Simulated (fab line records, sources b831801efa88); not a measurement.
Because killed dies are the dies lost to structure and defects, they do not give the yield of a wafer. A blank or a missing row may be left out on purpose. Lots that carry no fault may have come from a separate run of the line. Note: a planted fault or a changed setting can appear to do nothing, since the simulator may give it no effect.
Problem report, 8D (eight disciplines) form, completed by code + flow sfq-line + the parts of the form that need people (team, actions taken, sign-off) are left out

1. THE PROBLEM
Wafers without a fault read 0.989 a.u., standard deviation 0.0052; oes-product-au at SFQ_TRILAYER_R5_ETCH_METAL_ETCH_139 reads a mean of 0.859 a.u. on 3 wafers belonging to 2 lots. That is -25 standard deviations from the usual mean.
The step: etches the open film in Cl2, stops on SiO2, target depth 60 nm, time 40 s.
Seen first at day 66 15:17 on rie-metal-02, wafer L466.1. Wafers with a number at this step in the record: 18, from 6 lots. The rule behind "out" and "out of limits": a value lying over 4 standard deviations away from the usual mean. Any other wafer with a number is counted as sound.

2. WHAT IT IS; WHAT IT IS NOT
| question                    | is                     | is not                                                                                |
|-----------------------------|------------------------|---------------------------------------------------------------------------------------|
| which readings at this step | oes-product-au         | drypump-motor-current-A                                                               |
| which lots                  | L466, L468             | L459, L470, L473, L475                                                                |
| which wafers of those lots  | L466.1, L466.4, L468.1 | L466.6, L468.5, L468.6                                                                |
| read on which tools         | rie-metal-02           | rie-metal-03, rie-metal-04                                                            |
| when                        | from day 66 15:17      | up to then (4 sound wafers); but 11 sound wafers of L468, L470, L473, L475 came after |

3. SUSPECTS, AND WHAT RULES EACH OUT
Counting: any tool at a process step up to the reading remains a suspect provided it ran every lot that is out. Sound lots after the first of them don't rule it out here, since some wafers of a struck lot are sound.
- rie-metal-02 at SFQ_TRILAYER_R5_BARC_OPEN_METAL_ETCH_177 (etches BARC in O2, target depth 125 nm, time 41.7 s): kept. It ran every lot that is out, first L466 (day 66 15:14).
- rie-metal-02 at SFQ_TRILAYER_R5_ETCH_METAL_ETCH_139 (etches the open film in Cl2, stops on SiO2, target depth 60 nm, time 40 s): kept. It ran every lot that is out, first L466 (day 66 15:17). Out on those wafers are its own readings of oes-product-au.
What counting leaves: rie-metal-02 at SFQ_TRILAYER_R5_BARC_OPEN_METAL_ETCH_177 and rie-metal-02 at SFQ_TRILAYER_R5_ETCH_METAL_ETCH_139.

4. THE CAUSE (what the simulator had put in)
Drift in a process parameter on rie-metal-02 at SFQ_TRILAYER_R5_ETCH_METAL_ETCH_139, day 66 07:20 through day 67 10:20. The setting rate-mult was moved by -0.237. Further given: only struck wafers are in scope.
Counting left 2 suspects, and this tool is among them.

5. SEQUENCE OF EFFECTS, ordered by route
Rows list readings where the struck wafers' mean (over those with a number) sits beyond 3 standard deviations from the usual. Readings are gone through only where the record gives a usual standard deviation; hours: the median, over the lots, of the time from a lot's start at the first step in this table giving one to that lot's start at this step; sigmas: the change measured in usual standard deviations.
| hours | step                                | reading        | usual      | on struck wafers | change | sigmas |
|-------|-------------------------------------|----------------|------------|------------------|--------|--------|
| 0     | SFQ_TRILAYER_R5_ETCH_METAL_ETCH_139 | oes-product-au | 0.989 a.u. | 0.859            | -0.130 | -25    |
It contains these process steps:
- SFQ_TRILAYER_R5_ETCH_METAL_ETCH_139: etches the open film in Cl2, stops on SiO2, target depth 60 nm, time 40 s.
Later measuring or inspecting steps at which every struck wafer that the step has a row for has a number for every such reading, and none has moved that far: SFQ_I5_OVL_MEAS_936, SFQ_C5_OVL_MEAS_937, SFQ_M6_RS_MEAS_938, SFQ_M8_BOW_MEAS_951.

6. WHAT WOULD HAVE CAUGHT IT SOONER
8 hours passed between the start of the fault at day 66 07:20 and the first reading out of limits in this record, taken at day 66 15:17.
